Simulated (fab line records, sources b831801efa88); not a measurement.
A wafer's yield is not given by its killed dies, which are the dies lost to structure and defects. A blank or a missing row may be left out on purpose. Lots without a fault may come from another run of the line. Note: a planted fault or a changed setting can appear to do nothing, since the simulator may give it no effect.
Chamber matching / flow sky130 / SKY_VIA4_CMP_02 on cmp-02: 4 sister chambers
The step polishes SiO2. 14 wafers are shown with their chamber, then 7 later ones without.

## WAFERS PAIRED WITH THEIR CHAMBERS
wafer=L074.2; chamber=3; motorCurrentA (A)=14.9; platenRpm (rpm)=59.92
wafer=L074.5; chamber=1; motorCurrentA (A)=13.6; platenRpm (rpm)=59.96
wafer=L074.6; chamber=2; motorCurrentA (A)=13.7; platenRpm (rpm)=60.02
wafer=L075.3; chamber=0; motorCurrentA (A)=14.2; platenRpm (rpm)=60.00
wafer=L075.5; chamber=1; motorCurrentA (A)=13.6; platenRpm (rpm)=60.01
wafer=L075.6; chamber=0; motorCurrentA (A)=14.3; platenRpm (rpm)=60.01
wafer=L077.2; chamber=3; motorCurrentA (A)=14.2; platenRpm (rpm)=60.01
wafer=L077.3; chamber=2; motorCurrentA (A)=14.0; platenRpm (rpm)=60.02
wafer=L077.4; chamber=0; motorCurrentA (A)=13.8; platenRpm (rpm)=59.98
wafer=L078.2; chamber=2; motorCurrentA (A)=13.8; platenRpm (rpm)=59.97
wafer=L078.4; chamber=1; motorCurrentA (A)=14.3; platenRpm (rpm)=60.07
wafer=L078.6; chamber=1; motorCurrentA (A)=14.0; platenRpm (rpm)=59.95
wafer=L088.1; chamber=2; motorCurrentA (A)=14.7; platenRpm (rpm)=59.96
wafer=L088.3; chamber=3; motorCurrentA (A)=14.9; platenRpm (rpm)=59.98

SIGNATURES (averages over the wafers above)
reading=motorCurrentA; chamber 0=14.100; chamber 1=13.875; chamber 2=14.050; chamber 3=14.667; scatter within a chamber=0.377
reading=platenRpm; chamber 0=59.9967; chamber 1=59.9975; chamber 2=59.9925; chamber 3=59.9700; scatter within a chamber=0.041
Rule: distance of a wafer from a chamber = root of the sum over the readings of ((wafer's reading minus chamber's mean) / reading's scatter) squared. If the next closest chamber is less than 2 further off than the closest, the wafer can't be placed; otherwise it belongs to the closest. The scatter: the root of (the sum of the squares of (reading less its chamber's mean) over the shown wafers, divided by (wafers less chambers)).

## WAFERS MISSING THEIR CHAMBER
wafer=L088.4; motorCurrentA (A)=13.7; platenRpm (rpm)=59.99
wafer=L092.1; motorCurrentA (A)=14.6; platenRpm (rpm)=59.94
wafer=L092.3; motorCurrentA (A)=14.3; platenRpm (rpm)=60.01
wafer=L092.5; motorCurrentA (A)=14.5; platenRpm (rpm)=60.01
wafer=L093.3; motorCurrentA (A)=15.1; platenRpm (rpm)=60.00
wafer=L093.4; motorCurrentA (A)=14.2; platenRpm (rpm)=60.00
wafer=L093.6; motorCurrentA (A)=13.3; platenRpm (rpm)=60.04

## WHICH CHAMBER EACH ONE RAN IN
wafer=L088.4; from the rows above=can't be placed: 1 or 2 or 0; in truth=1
wafer=L092.1; from the rows above=can't be placed: 3 or 0 or 2 or 1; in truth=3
wafer=L092.3; from the rows above=can't be placed: 0 or 2 or 1 or 3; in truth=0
wafer=L092.5; from the rows above=can't be placed: 3 or 0 or 2 or 1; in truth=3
wafer=L093.3; from the rows above=can't be placed: 3 or 0 or 2 or 1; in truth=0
wafer=L093.4; from the rows above=can't be placed: 0 or 2 or 1 or 3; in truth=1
wafer=L093.6; from the rows above=can't be placed: 1 or 2 or 0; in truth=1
Placed correctly: 0 of 7. Not placeable from these rows: 7 (in 7, the candidates include the true chamber). Wrongly placed: 0.
